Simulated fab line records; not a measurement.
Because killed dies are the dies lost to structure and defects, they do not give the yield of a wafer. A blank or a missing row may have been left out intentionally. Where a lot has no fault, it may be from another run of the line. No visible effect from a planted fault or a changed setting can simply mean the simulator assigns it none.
fab line records	flow sky130
[record] lots = 24	wafers = 72	last_day = 50
route steps=708 shown FIELD_ISO@14 SONOS_ONO@173 SD_P@328 VIA2@527 METAL3@565 METAL4@602
lots that met no fault: taken from a fault-free run of the same line
start_h: hours from the record's opening day to when the first of the lot's shown wafers began	wait_h: hours elapsed since this lot's preceding step	" repeats the value in the row above	L1.1+2: a row that stands for several wafers	- either no value or no given start	* or withheld: withheld	< > ~ a bound
route shown NAME@n: a module of which the file shows steps, and the number in the route of the first	usual: mean/standard deviation taken from wafers without a fault	same: alike in all rows	chamber/n: place in a boat	sites: per-site readings	_std_site: standard deviation across them	_edge_site: the outer-site mean with the inner-site mean subtracted	radius_mm: how far each site lies from the wafer's centre	mask NAME#n: copy n	behind: the tool/chamber that last shaped the wafer	hold: cause of the lot's hold/its duration in hours/its outcome	device: the n, p or np transistor that did not switch	end of line: the tests these same wafers got at the end of their route	a step with no rows: only its recipe	killed: count of dies lost to structure and defects at first sort (not the wafer's yield)	map: the dies of a wafer, with x for killed, . for not killed, _ for no die there
set.NAME: the setting that was run; set.NAME@STEP: the one run at that earlier step	model.NAME: the simulator's own value behind a step, which no gauge read
one table for each step of the route and one row for each wafer, over a sample of lots
services: the hour from which a tool's chamber was out of use, counted from the record's first day as start_h (under 0 if before that day), plus the number of hours and why
[[steps]]
[step SKY_FIELD_ISO_CD_MEAS_13]
[recipe] target_cd_nm = 150
[usual] cd_nm = 149.9/1.5
lot.wafer	tool	chamber	start_h	wait_h	cd_nm
L074.1	cd_sem-01	-	30.12	-	150.5
L074.5	"	-	"	"	149.6
L074.6	"	-	"	"	151.4
L075.3	cd_sem-02	-	32.65	-	147.9
L075.4	"	-	"	"	148.3
L075.5	"	-	"	"	148.6
L076.2	cd_sem-02	-	41.94	-	151.3
L076.3	"	-	"	"	150.9
L076.4	"	-	"	"	153.2
L077.2	cd_sem-02	-	46.14	-	151.1
L077.5	"	-	"	"	149.9
L077.6	"	-	"	"	150.2
L078.3	cd_sem-01	-	54.51	-	150.3
L078.4	"	-	"	"	148.2
L078.6	"	-	"	"	147.3
L079.1	cd_sem-01	-	57.17	-	148.7
L079.2	"	-	"	"	147.1
L079.4	"	-	"	"	148.1
L080.2	cd_sem-02	-	64.84	-	149.0
L080.3	"	-	"	"	148.7
L080.6	"	-	"	"	148.8
L082.3	cd_sem-02	-	71.36	-	151.0
L082.4	"	-	"	"	150.4
L082.5	"	-	"	"	151.3
L081.4	cd_sem-02	-	71.73	-	151.6
L081.5	"	-	"	"	149.7
L081.6	"	-	"	"	151.8
L083.2	cd_sem-02	-	76.39	-	149.3
L083.4	"	-	"	"	149.3
L083.5	"	-	"	"	148.9
L084.1	cd_sem-02	-	80.27	-	150.5
L084.5	"	-	"	"	150.4
L084.6	"	-	"	"	151.4
L085.2	cd_sem-02	-	85.09	-	149.3
L085.3	"	-	"	"	149.6
L085.6	"	-	"	"	148.7
L086.2	cd_sem-02	-	92.09	-	150.6
L086.3	"	-	"	"	151.8
L086.6	"	-	"	"	152.6
L087.1	cd_sem-02	-	103.92	-	150.8
L087.3	"	-	"	"	150.3
L087.5	"	-	"	"	149.3
L088.3	cd_sem-02	-	104.65	-	149.3
L088.4	"	-	"	"	148.1
L088.5	"	-	"	"	148.3
L089.1	cd_sem-01	-	109.72	-	148.1
L089.3	"	-	"	"	148.8
L089.5	"	-	"	"	149.8
L090.3	cd_sem-02	-	114.31	-	153.2
L090.5	"	-	"	"	152.1
L090.6	"	-	"	"	153.0
L091.1	cd_sem-02	-	116.32	-	149.5
L091.2	"	-	"	"	149.6
L091.6	"	-	"	"	150.6
L092.2	cd_sem-01	-	121.40	-	152.1
L092.3	"	-	"	"	151.2
L092.4	"	-	"	"	151.2
L093.2	cd_sem-02	-	127.79	-	147.3
L093.3	"	-	"	"	147.6
L093.4	"	-	"	"	146.5
L094.3	cd_sem-02	-	134.75	-	149.0
L094.4	"	-	"	"	147.6
L094.5	"	-	"	"	149.8
L095.2	cd_sem-02	-	138.29	-	150.3
L095.4	"	-	"	"	149.6
L095.6	"	-	"	"	148.5
L096.1	cd_sem-01	-	146.32	-	150.2
L096.4	"	-	"	"	149.2
L096.6	"	-	"	"	149.9
L097.1	cd_sem-01	-	149.27	-	151.5
L097.2	"	-	"	"	149.7
L097.4	"	-	"	"	150.0
[step SKY_SONOS_ONO_THK_MEAS_05]
[recipe] reads = SiO2_of_SONOS_ONO_CVD_04
[usual] SONOS_ONO_CVD_04_THK = 5.69/0.11
lot.wafer	tool	chamber	start_h	wait_h	SONOS_ONO_CVD_04_THK[nm]
L074.1	film_metro-02	-	253.45	0.0	5.61
L074.5	"	-	"	"	5.53
L074.6	"	-	"	"	5.47
L075.3	film_metro-03	-	259.70	0.0	5.56
L075.4	"	-	"	"	5.49
L075.5	"	-	"	"	5.51
L076.2	film_metro-02	-	267.06	0.0	5.63
L076.3	"	-	"	"	5.62
L076.4	"	-	"	"	5.58
L077.2	film_metro-02	-	273.97	0.0	5.73
L077.5	"	-	"	"	5.73
L077.6	"	-	"	"	5.75
L078.3	film_metro-04	-	291.17	0.0	5.62
L078.4	"	-	"	"	5.72
L078.6	"	-	"	"	5.53
L079.1	film_metro-04	-	298.09	0.0	5.62
L079.2	"	-	"	"	5.57
L079.4	"	-	"	"	5.51
L080.2	film_metro-04	-	302.51	0.0	5.64
L080.3	"	-	"	"	5.60
L080.6	"	-	"	"	5.71
L082.3	film_metro-02	-	317.84	0.0	5.62
L082.4	"	-	"	"	5.60
L082.5	"	-	"	"	5.52
L081.4	film_metro-03	-	317.85	0.0	5.77
L081.5	"	-	"	"	5.67
L081.6	"	-	"	"	5.69
L083.2	film_metro-02	-	325.85	0.0	5.61
L083.4	"	-	"	"	5.68
L083.5	"	-	"	"	5.65
L084.1	film_metro-04	-	328.25	0.0	5.63
L084.5	"	-	"	"	5.66
L084.6	"	-	"	"	5.70
L085.2	film_metro-04	-	338.41	0.0	5.64
L085.3	"	-	"	"	5.57
L085.6	"	-	"	"	5.62
L086.2	film_metro-02	-	348.41	0.0	5.72
L086.3	"	-	"	"	5.79
L086.6	"	-	"	"	5.68
L087.1	film_metro-03	-	372.59	0.0	5.76
L087.3	"	-	"	"	5.67
L087.5	"	-	"	"	5.69
L088.3	film_metro-03	-	374.98	0.0	5.94
L088.4	"	-	"	"	5.93
L088.5	"	-	"	"	6.06
L089.1	film_metro-03	-	387.08	0.0	5.93
L089.3	"	-	"	"	5.84
L089.5	"	-	"	"	5.80
L091.1	film_metro-02	-	393.14	0.0	5.67
L091.2	"	-	"	"	5.67
L091.6	"	-	"	"	5.70
L090.3	film_metro-04	-	393.16	0.0	5.73
L090.5	"	-	"	"	5.73
L090.6	"	-	"	"	5.67
L092.2	film_metro-03	-	400.12	0.0	5.72
L092.3	"	-	"	"	5.75
L092.4	"	-	"	"	5.59
L093.2	film_metro-02	-	404.16	0.0	5.73
L093.3	"	-	"	"	5.82
L093.4	"	-	"	"	5.81
L094.3	film_metro-04	-	416.42	0.0	5.71
L094.4	"	-	"	"	5.65
L094.5	"	-	"	"	5.83
L095.2	film_metro-02	-	421.96	0.0	5.76
L095.4	"	-	"	"	5.75
L095.6	"	-	"	"	5.80
L096.1	film_metro-02	-	437.85	0.0	5.77
L096.4	"	-	"	"	5.91
L096.6	"	-	"	"	5.66
L097.1	film_metro-02	-	440.68	0.0	5.53
L097.2	"	-	"	"	5.56
L097.4	"	-	"	"	5.51
[step SKY_SD_P_OVL_MEAS_08]
[usual] SD_P_OVL = 0.9/1.3
lot.wafer	tool	chamber	start_h	wait_h	SD_P_OVL[nm]
L074.1	overlay-01	-	581.03	0.1	-0.7
L074.5	"	-	"	"	0.6
L074.6	"	-	"	"	-0.8
L075.3	overlay-01	-	587.84	0.1	4.2
L075.4	"	-	"	"	3.0
L075.5	"	-	"	"	1.9
L076.2	overlay-01	-	603.00	0.1	1.5
L076.3	"	-	"	"	1.3
L076.4	"	-	"	"	0.4
L077.2	overlay-02	-	608.90	0.1	0.9
L077.5	"	-	"	"	1.1
L077.6	"	-	"	"	-0.5
L078.3	overlay-01	-	630.70	0.1	1.1
L078.4	"	-	"	"	1.3
L078.6	"	-	"	"	-0.8
L079.1	overlay-01	-	642.54	0.1	0.5
L079.2	"	-	"	"	0.6
L079.4	"	-	"	"	0.2
L080.2	overlay-02	-	645.15	0.1	0.7
L080.3	"	-	"	"	0.3
L080.6	"	-	"	"	-0.2
L082.3	overlay-01	-	655.65	0.1	3.1
L082.4	"	-	"	"	1.3
L082.5	"	-	"	"	3.0
L081.4	overlay-02	-	657.61	0.1	-1.4
L081.5	"	-	"	"	-0.8
L081.6	"	-	"	"	0.3
L084.1	overlay-02	-	668.58	0.1	1.5
L084.5	"	-	"	"	1.6
L084.6	"	-	"	"	1.0
L083.2	overlay-01	-	668.69	0.1	3.6
L083.4	"	-	"	"	3.5
L083.5	"	-	"	"	3.7
L085.2	overlay-01	-	678.90	0.1	-0.6
L085.3	"	-	"	"	-1.5
L085.6	"	-	"	"	0.6
L086.2	overlay-02	-	685.54	0.1	-1.3
L086.3	"	-	"	"	1.1
L086.6	"	-	"	"	0.1
L088.3	overlay-01	-	712.84	0.1	-1.5
L088.4	"	-	"	"	-0.7
L088.5	"	-	"	"	-0.5
L087.1	overlay-02	-	714.23	0.1	1.2
L087.3	"	-	"	"	0.8
L087.5	"	-	"	"	0.5
L089.1	overlay-01	-	723.49	0.1	0.5
L089.3	"	-	"	"	0.2
L089.5	"	-	"	"	-0.9
L090.3	overlay-02	-	729.45	0.1	1.2
L090.5	"	-	"	"	1.3
L090.6	"	-	"	"	1.5
L091.1	overlay-01	-	729.73	0.1	1.7
L091.2	"	-	"	"	3.3
L091.6	"	-	"	"	1.6
L092.2	overlay-01	-	737.15	0.1	-0.5
L092.3	"	-	"	"	-0.5
L092.4	"	-	"	"	0.9
L093.2	overlay-02	-	739.44	0.1	0.7
L093.3	"	-	"	"	0.3
L093.4	"	-	"	"	1.1
L094.3	overlay-02	-	750.04	0.1	0.2
L094.4	"	-	"	"	-0.8
L094.5	"	-	"	"	-1.0
L095.2	overlay-01	-	756.74	0.1	2.1
L095.4	"	-	"	"	3.0
L095.6	"	-	"	"	2.5
L096.1	overlay-01	-	773.88	0.1	0.3
L096.4	"	-	"	"	0.3
L096.6	"	-	"	"	-0.9
L097.1	overlay-01	-	775.69	0.1	1.8
L097.2	"	-	"	"	0.9
L097.4	"	-	"	"	0.8
[step SKY_VIA2_SPUTTER_20]
[recipe] material = TiN	target_thk_nm = 20	chamber_pressure_pa = 5	power_w = 4000	time_s = 80
[usual] chamber_pressure_pa = 4.999/0.01	throttle_valve_pct = 29.7/0.88
lot.wafer	tool	chamber	start_h	wait_h	chamber_pressure_pa	throttle_valve_pct
L074.1	pvd_sputter-03	-	842.19	0.0	5.003	30.9
L074.5	"	-	"	"	4.994	31.2
L074.6	"	-	"	"	4.997	28.7
L075.3	pvd_sputter-03	-	846.17	0.0	4.998	28.8
L075.4	"	-	"	"	4.997	29.1
L075.5	"	-	"	"	4.998	31.2
L076.2	pvd_sputter-01	-	859.47	0.0	5.008	30.3
L076.3	"	-	"	"	4.990	28.9
L076.4	"	-	"	"	4.998	29.5
L077.2	pvd_sputter-01	-	866.95	0.0	5.013	30.1
L077.5	"	-	"	"	4.986	28.8
L077.6	"	-	"	"	5.013	29.3
L078.3	pvd_sputter-01	-	883.93	0.0	5.003	29.0
L078.4	"	-	"	"	5.000	28.8
L078.6	"	-	"	"	5.014	30.0
L079.1	pvd_sputter-02	-	898.25	0.0	4.977	29.2
L079.2	"	-	"	"	4.984	30.1
L079.4	"	-	"	"	4.997	30.6
L080.2	pvd_sputter-02	-	900.08	0.0	4.996	29.1
L080.3	"	-	"	"	4.974	29.9
L080.6	"	-	"	"	5.006	31.1
L082.3	pvd_sputter-03	-	909.00	0.0	4.987	30.8
L082.4	"	-	"	"	5.012	29.0
L082.5	"	-	"	"	5.004	28.8
L081.4	pvd_sputter-03	-	910.11	0.0	4.987	29.0
L081.5	"	-	"	"	5.003	28.6
L081.6	"	-	"	"	5.010	28.9
L084.1	pvd_sputter-03	-	918.35	0.0	4.999	28.7
L084.5	"	-	"	"	4.993	30.4
L084.6	"	-	"	"	5.003	28.7
L083.2	pvd_sputter-01	-	919.59	0.0	4.992	28.8
L083.4	"	-	"	"	4.999	29.2
L083.5	"	-	"	"	5.015	28.9
L085.2	pvd_sputter-03	-	926.24	0.0	4.986	28.7
L085.3	"	-	"	"	5.005	31.0
L085.6	"	-	"	"	4.995	30.9
L086.2	pvd_sputter-02	-	935.76	0.0	5.002	28.9
L086.3	"	-	"	"	5.014	30.9
L086.6	"	-	"	"	4.989	29.8
L088.3	pvd_sputter-01	-	960.02	0.0	4.994	30.2
L088.4	"	-	"	"	4.998	29.0
L088.5	"	-	"	"	5.003	28.9
L087.1	pvd_sputter-03	-	960.58	0.0	5.001	28.8
L087.3	"	-	"	"	4.999	28.9
L087.5	"	-	"	"	4.990	30.6
L089.1	pvd_sputter-01	-	968.46	0.0	4.995	28.9
L089.3	"	-	"	"	4.997	30.2
L089.5	"	-	"	"	4.991	29.7
L090.3	pvd_sputter-03	-	972.77	0.0	4.974	28.8
L090.5	"	-	"	"	4.999	29.0
L090.6	"	-	"	"	4.976	28.8
L091.1	pvd_sputter-02	-	973.48	0.0	5.011	30.5
L091.2	"	-	"	"	4.993	29.0
L091.6	"	-	"	"	5.015	30.6
L092.2	pvd_sputter-03	-	981.77	0.0	5.000	28.5
L092.3	"	-	"	"	4.994	31.1
L092.4	"	-	"	"	5.004	30.6
L093.2	pvd_sputter-02	-	983.42	0.0	4.980	30.5
L093.3	"	-	"	"	5.002	30.8
L093.4	"	-	"	"	5.010	29.2
L094.3	pvd_sputter-03	-	992.45	0.0	5.013	28.8
L094.4	"	-	"	"	4.996	29.0
L094.5	"	-	"	"	4.994	28.5
L095.2	pvd_sputter-01	-	995.77	0.0	5.014	28.9
L095.4	"	-	"	"	5.000	30.3
L095.6	"	-	"	"	4.995	30.3
L096.1	pvd_sputter-03	-	1013.17	0.0	4.998	28.5
L096.4	"	-	"	"	5.008	31.2
L096.6	"	-	"	"	5.002	28.6
L097.1	pvd_sputter-02	-	1015.97	0.0	5.017	30.1
L097.2	"	-	"	"	4.998	30.5
L097.4	"	-	"	"	5.010	29.1
[step SKY_METAL3_DESCUM_15]
[recipe] chemistry = O2	source_power_w = 150	bias_power_w = 0	pressure_mtorr = 10	temp_c = 40	time_s = 8
[usual] drypump_motor_current_A = 6.1/0.35	oes_product_au = 0.997/0.0097
lot.wafer	tool	chamber	start_h	wait_h	drypump_motor_current_A	oes_product_au	rf_hours_counter_h
L074.1	rie_metal-01	1	895.41	0.0	6.3	0.980	16
L074.5	"	0	"	"	5.7	0.988	-
L074.6	"	1	"	"	6.3	0.986	-
L075.3	rie_metal-02	1	899.89	0.0	6.4	1.013	-
L075.4	"	1	"	"	6.4	1.010	-
L075.5	"	1	"	"	6.4	1.002	-
L076.2	rie_metal-01	0	911.87	0.0	5.7	0.992	5
L076.3	"	1	"	"	6.3	0.997	-
L076.4	"	0	"	"	5.7	1.004	-
L077.2	rie_metal-02	1	920.08	0.0	6.4	1.021	10
L077.5	"	1	"	"	6.4	1.019	-
L077.6	"	0	"	"	5.8	1.013	-
L078.3	rie_metal-02	1	936.18	0.0	6.4	1.002	-
L078.4	"	0	"	"	5.8	1.002	-
L078.6	"	1	"	"	6.4	1.005	-
L079.1	rie_metal-03	0	950.53	0.0	5.9	0.999	8
L079.2	"	1	"	"	6.7	0.980	18
L079.4	"	1	"	"	6.7	0.981	-
L080.2	rie_metal-01	1	951.23	0.0	6.3	0.977	19
L080.3	"	0	"	"	5.7	0.988	-
L080.6	"	0	"	"	5.7	0.982	-
L082.3	rie_metal-02	1	960.32	0.0	6.4	1.004	-
L082.4	"	0	"	"	5.8	1.006	-
L082.5	"	1	"	"	6.4	1.007	-
L081.4	rie_metal-02	1	961.64	0.0	6.4	1.002	-
L081.5	"	1	"	"	6.5	0.994	-
L081.6	"	0	"	"	5.8	0.997	-
L084.1	rie_metal-03	0	969.56	0.0	5.9	1.002	9
L084.5	"	0	"	"	5.9	0.998	-
L084.6	"	0	"	"	5.9	0.988	-
L083.2	rie_metal-01	1	970.43	0.0	6.3	0.992	20
L083.4	"	0	"	"	5.7	0.983	-
L083.5	"	1	"	"	6.3	0.991	-
L085.2	rie_metal-01	1	977.21	0.0	6.3	0.993	20
L085.3	"	0	"	"	5.7	0.988	-
L085.6	"	1	"	"	6.4	0.989	-
L086.2	rie_metal-01	1	985.73	0.0	6.3	0.992	20
L086.3	"	0	"	"	5.7	0.981	-
L086.6	"	1	"	"	6.3	0.987	-
L088.3	rie_metal-02	0	1008.84	0.0	5.8	0.995	-
L088.4	"	0	"	"	5.8	1.001	-
L088.5	"	0	"	"	5.8	1.002	-
L087.1	rie_metal-01	0	1009.03	0.0	5.7	1.000	10
L087.3	"	1	"	"	6.3	0.987	-
L087.5	"	1	"	"	6.3	0.995	-
L089.1	rie_metal-01	0	1016.21	0.0	5.7	0.982	11
L089.3	"	0	"	"	5.7	0.986	-
L089.5	"	0	"	"	5.7	0.990	-
L090.3	rie_metal-02	1	1020.73	0.0	6.4	1.006	-
L090.5	"	1	"	"	6.4	1.002	-
L090.6	"	0	"	"	5.8	0.995	-
L091.1	rie_metal-01	0	1021.72	0.0	5.7	0.987	11
L091.2	"	0	"	"	5.7	0.991	-
L091.6	"	0	"	"	5.7	0.984	-
L092.2	rie_metal-03	1	1029.37	0.0	6.8	1.001	3
L092.3	"	0	"	"	5.9	1.007	-
L092.4	"	1	"	"	6.8	0.995	-
L093.2	rie_metal-03	1	1030.76	0.0	6.8	1.005	3
L093.3	"	0	"	"	5.9	0.996	-
L093.4	"	1	"	"	6.8	1.004	-
L094.3	rie_metal-02	1	1040.33	0.0	6.3	1.008	-
L094.4	"	0	"	"	5.8	0.998	-
L094.5	"	1	"	"	6.4	1.009	-
L095.2	rie_metal-02	1	1042.17	0.0	6.4	1.003	15
L095.4	"	0	"	"	5.8	0.989	-
L095.6	"	1	"	"	6.4	0.996	-
L096.1	rie_metal-01	1	1058.66	0.0	6.4	1.006	1
L096.4	"	0	"	"	5.7	0.996	-
L096.6	"	0	"	"	5.7	0.995	-
L097.1	rie_metal-03	1	1062.96	0.0	6.7	1.017	5
L097.2	"	0	"	"	5.9	0.999	16
L097.4	"	1	"	"	6.7	1.005	-
[step SKY_METAL4_SPUTTER_04]
[recipe] material = TiN	target_thk_nm = 70	power_w = 6500	time_s = 58.3	chamber_pressure_pa = 0.4
[usual] chamber_pressure_pa = 0.3999/0.00078	throttle_valve_pct = 29.8/0.83
lot.wafer	tool	chamber	start_h	wait_h	chamber_pressure_pa	throttle_valve_pct
L074.1	pvd_sputter-03	-	924.24	0.0	0.3997	30.6
L074.5	"	-	"	"	0.3986	29.0
L074.6	"	-	"	"	0.3995	28.8
L075.3	pvd_sputter-03	-	928.20	0.0	0.3995	28.9
L075.4	"	-	"	"	0.4011	31.2
L075.5	"	-	"	"	0.3991	28.9
L076.2	pvd_sputter-01	-	940.02	0.0	0.3989	30.2
L076.3	"	-	"	"	0.4008	28.9
L076.4	"	-	"	"	0.3995	28.9
L077.2	pvd_sputter-02	-	948.79	0.0	0.3989	30.6
L077.5	"	-	"	"	0.4001	30.0
L077.6	"	-	"	"	0.3999	30.9
L078.3	pvd_sputter-02	-	964.20	0.0	0.3984	30.3
L078.4	"	-	"	"	0.4006	31.1
L078.6	"	-	"	"	0.3992	29.8
L079.1	pvd_sputter-01	-	979.08	0.0	0.3994	29.6
L079.2	"	-	"	"	0.3992	30.1
L079.4	"	-	"	"	0.4003	28.8
L080.2	pvd_sputter-02	-	979.38	0.0	0.3991	29.7
L080.3	"	-	"	"	0.3991	29.0
L080.6	"	-	"	"	0.4003	30.1
L082.3	pvd_sputter-01	-	987.64	0.0	0.3990	30.0
L082.4	"	-	"	"	0.4003	30.2
L082.5	"	-	"	"	0.4003	30.2
L081.4	pvd_sputter-02	-	988.54	0.0	0.4011	30.1
L081.5	"	-	"	"	0.4002	30.8
L081.6	"	-	"	"	0.4005	30.5
L084.1	pvd_sputter-03	-	995.37	0.0	0.4000	28.4
L084.5	"	-	"	"	0.4001	29.3
L084.6	"	-	"	"	0.4007	28.6
L083.2	pvd_sputter-03	-	996.59	0.0	0.4010	30.7
L083.4	"	-	"	"	0.4015	28.9
L083.5	"	-	"	"	0.4003	30.5
L085.2	pvd_sputter-01	-	1003.69	0.0	0.4006	28.6
L085.3	"	-	"	"	0.3997	30.2
L085.6	"	-	"	"	0.4002	30.2
L086.2	pvd_sputter-02	-	1012.07	0.0	0.3991	30.9
L086.3	"	-	"	"	0.4002	30.6
L086.6	"	-	"	"	0.4006	29.0
L087.1	pvd_sputter-01	-	1034.09	0.0	0.4005	29.0
L087.3	"	-	"	"	0.3993	28.9
L087.5	"	-	"	"	0.3996	28.9
L088.3	pvd_sputter-01	-	1034.74	0.0	0.4007	29.7
L088.4	"	-	"	"	0.3988	29.2
L088.5	"	-	"	"	0.3981	30.3
L089.1	pvd_sputter-01	-	1042.49	0.0	0.4006	30.5
L089.3	"	-	"	"	0.3996	28.9
L089.5	"	-	"	"	0.3998	29.1
L090.3	pvd_sputter-02	-	1046.31	0.0	0.4000	30.0
L090.5	"	-	"	"	0.4007	30.6
L090.6	"	-	"	"	0.4004	29.9
L091.1	pvd_sputter-02	-	1046.89	0.0	0.4001	29.8
L091.2	"	-	"	"	0.3999	30.6
L091.6	"	-	"	"	0.4004	30.7
L092.2	pvd_sputter-03	-	1054.64	0.0	0.3999	29.0
L092.3	"	-	"	"	0.4001	29.1
L092.4	"	-	"	"	0.4003	30.7
L093.2	pvd_sputter-03	-	1057.04	0.0	0.3994	30.9
L093.3	"	-	"	"	0.3988	28.9
L093.4	"	-	"	"	0.4017	28.6
L094.3	pvd_sputter-02	-	1065.33	0.0	0.3991	30.9
L094.4	"	-	"	"	0.3997	30.7
L094.5	"	-	"	"	0.4003	30.9
L095.2	pvd_sputter-03	-	1066.61	0.0	0.3997	28.8
L095.4	"	-	"	"	0.3999	31.2
L095.6	"	-	"	"	0.3998	28.8
L096.1	pvd_sputter-02	-	1082.88	0.0	0.3986	30.0
L096.4	"	-	"	"	0.3996	29.2
L096.6	"	-	"	"	0.4001	30.2
L097.1	pvd_sputter-03	-	1087.48	0.0	0.4009	29.0
L097.2	"	-	"	"	0.4000	31.1
L097.4	"	-	"	"	0.4012	30.9
[[services]]
tool	chamber	start_h	hours	kind
pvd_sputter-01	-	831.88	1.1	repair
pvd_sputter-03	3	832.63	-	consumable_replace:kit
pvd_sputter-03	3	832.63	18.0	scheduled_down
pvd_sputter-03	3	832.63	18.0	vent_cycle
pvd_sputter-01	-	861.93	0.6	repair
pvd_sputter-02	0	876.91	-	consumable_replace:kit
pvd_sputter-02	0	876.91	18.0	scheduled_down
pvd_sputter-02	0	876.91	18.0	vent_cycle
rie_metal-02	0	885.90	15.6	repair
pvd_sputter-01	-	895.57	10.5	repair
pvd_sputter-02	-	908.03	4.5	repair
rie_metal-03	-	910.90	0.3	repair
rie_metal-01	1	977.91	5.4	repair
rie_metal-03	1	988.77	2.8	repair
rie_metal-02	1	1005.55	6.0	repair
rie_metal-03	-	1007.54	1.5	repair
pvd_sputter-01	-	1021.68	1.0	repair
pvd_sputter-02	3	1046.93	-	consumable_replace:kit
pvd_sputter-02	3	1046.93	18.0	scheduled_down
rie_metal-01	-	1067.51	14.6	pm
pvd_sputter-03	2	1073.60	-	consumable_replace:kit
pvd_sputter-03	2	1073.60	18.0	scheduled_down
pvd_sputter-03	2	1073.60	18.0	vent_cycle
pvd_sputter-03	-	1075.49	11.1	repair
[[key]]
fault none
